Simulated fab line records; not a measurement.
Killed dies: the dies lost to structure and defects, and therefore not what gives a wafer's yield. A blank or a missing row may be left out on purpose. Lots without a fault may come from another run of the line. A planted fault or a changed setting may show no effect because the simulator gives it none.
A lot that was struck, set against a sound lot | flow sky130 | 22 steps out of a route of 708
Sound: the wafers L273.1, L273.2, L273.5. Struck: wafer L280.5 (left out: L280.4, L280.6 of the same lot, which were not struck); the cause appears at the end.
At each step with rows: each side's tool, then ch and its chambers, then its first start. Under that, the readings that differ: sound wafers | struck wafers | difference of the means | sigmas: that difference in standard deviations of wafers without a fault.
alike: readings whose means differ by less than 2 such deviations, and words and numbers that are the same on both sides. not compared: withheld readings, readings that some wafer has no value for, bounds like >300 that may hide the same value, and numbers for which the record gives no deviation and whose values overlap.
Wherever a step has rows on one side only, a row that says differs or no value, or a row with sigmas, the two part there. Numbers that have no deviation but don't overlap get no sigmas and don't part them. A reading missing from all wafers of one side parts the sides only when that side holds two or more wafers.

first, 1 step without rows for these wafers: SKY_SONOS_TUNNEL_STRIP_11 (strips in SPM, time 600 s).
SKY_SONOS_TUNNEL_TW_MEAS_12:
  sound on filmMetro-03 at day 11 23:58; struck on filmMetro-02 at day 13 21:49
  alike: SONOS_TUNNEL_TW
then, 2 steps without rows for these wafers: SKY_SONOS_TUNNEL_CLEAN_13 (cleans in dHF, time 20 s); SKY_SONOS_ONO_OXIDATION_00 (stabilise 600 s, purge 300 s, target thk 2.6 nm).
SKY_SONOS_ONO_THK_MEAS_01:
  sound on filmMetro-01 at day 12 02:09; struck on filmMetro-01 at day 13 23:58
  alike: SONOS_ONO_OXIDATION_THK
then, 1 step without rows for these wafers: SKY_SONOS_ONO_CVD_02 (deposits Si3N4 from DCS/NH3, target thk 10.5 nm, time 180 s).
SKY_SONOS_ONO_THK_MEAS_03:
  sound on filmMetro-01 at day 12 04:37; struck on filmMetro-01 at day 14 01:05
  alike: SONOS_ONO_CVD_02_THK
then, 1 step without rows for these wafers: SKY_SONOS_ONO_CVD_04 (deposits SiO2 from SiH4/N2O, target thk 5.7199 nm).
SKY_SONOS_ONO_THK_MEAS_05:
  sound on filmMetro-01 at day 12 08:01; struck on filmMetro-02 at day 14 02:25
  alike: SONOS_ONO_CVD_04_THK
then, 3 steps without rows for these wafers: SKY_SONOS_ONO_DEHYDRATE_06 (time 60 s); SKY_SONOS_ONO_HMDS_07 (prime time 60 s); SKY_SONOS_ONO_COAT_08 (resist thk 1140 nm).
SKY_SONOS_ONO_SOFTBAKE_09: time 60 s.
  sound on lithoTrack-04 ch 0, day 12 20:10; struck on lithoTrack-04 ch 0, day 14 15:08
reading               | sound             | struck | difference | sigmas
heaterPowerTotalW (W) | 56.56 56.56 56.61 | 75.56  | +18.98     | +99 or more
runLengthS (s)        | 89.08 89.09 89.40 | 53.74  | -35.45     | -99 or more
then, 2 steps without rows for these wafers: SKY_SONOS_ONO_EXPOSE_10 (exposes mask ONOM, target cd 410 nm); SKY_SONOS_ONO_PEB_11.
SKY_SONOS_ONO_DEVELOP_12: develop time 60 s.
  sound on lithoTrack-04 ch 0, day 13 08:52; struck on lithoTrack-01 ch 0, day 15 04:04
reading                                       | sound          | struck | difference | sigmas
model.NOVOLAK_of_SONOS_ONO_COAT_08.thkNm (nm) | 1140 1146 1141 | 1166   | +24        | 
SKY_SONOS_ONO_CD_MEAS_13: target cd 410 nm.
  sound on cdSem-02 at day 13 09:01; struck on cdSem-02 at day 15 04:12
  alike: cdNm
SKY_SONOS_ONO_OVL_MEAS_14:
  sound on overlay-02 at day 13 09:08; struck on overlay-02 at day 15 04:17
reading            | sound         | struck | difference | sigmas
SONOS_ONO_OVL (nm) | 0.5 -0.3 -1.2 | 3.8    | +4.1       | +2
SKY_SONOS_ONO_ETCH_15: etches the open film in CHF3/O2, target depth 19.52 nm, time 7.8 s.
  sound on rieDiel-01 ch 0,2, day 13 09:10; struck on rieDiel-03 ch 3, day 15 04:18
reading                                       | sound          | struck | difference | sigmas
model.NOVOLAK_of_SONOS_ONO_COAT_08.thkNm (nm) | 1124 1130 1125 | 1150   | +24        | 
  alike: drypumpMotorCurrentA, oesProductAu, throttleValvePct
  not compared: rfHoursCounterH
then, 1 step without rows for these wafers: SKY_SONOS_ONO_WET_ETCH_16 (etches SiO2 in dHF, target depth 14 nm, time 280 s).
SKY_SONOS_ONO_STRIP_17: strips in O2/N2.
  sound on plasmaAsher-01 ch 0,1, day 13 09:16; struck on plasmaAsher-03 ch 1, day 15 04:26
reading                  | sound             | struck | difference | sigmas
drypumpMotorCurrentA (A) | 5.9 6.2 6.2       | 5.3    | -0.8       | -2
stripTimeToEndpointS (s) | 14.11 14.18 14.13 | 14.41  | +0.27      | +9
  alike: oesProductAu
  not compared: rfHoursCounterH
then, 1 step without rows for these wafers: SKY_SONOS_ONO_WET_ETCH_18 (etches Si3N4 in H3PO4, target depth 15 nm, time 172 s).

WHERE THEY PART
Earliest at SKY_SONOS_ONO_SOFTBAKE_09; latest, in this record, at SKY_SONOS_ONO_STRIP_17.

WHY: what had been put in by the simulator
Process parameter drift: lithoTrack-04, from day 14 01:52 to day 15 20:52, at SKY_SONOS_ONO_SOFTBAKE_09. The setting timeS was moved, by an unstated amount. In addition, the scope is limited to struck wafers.
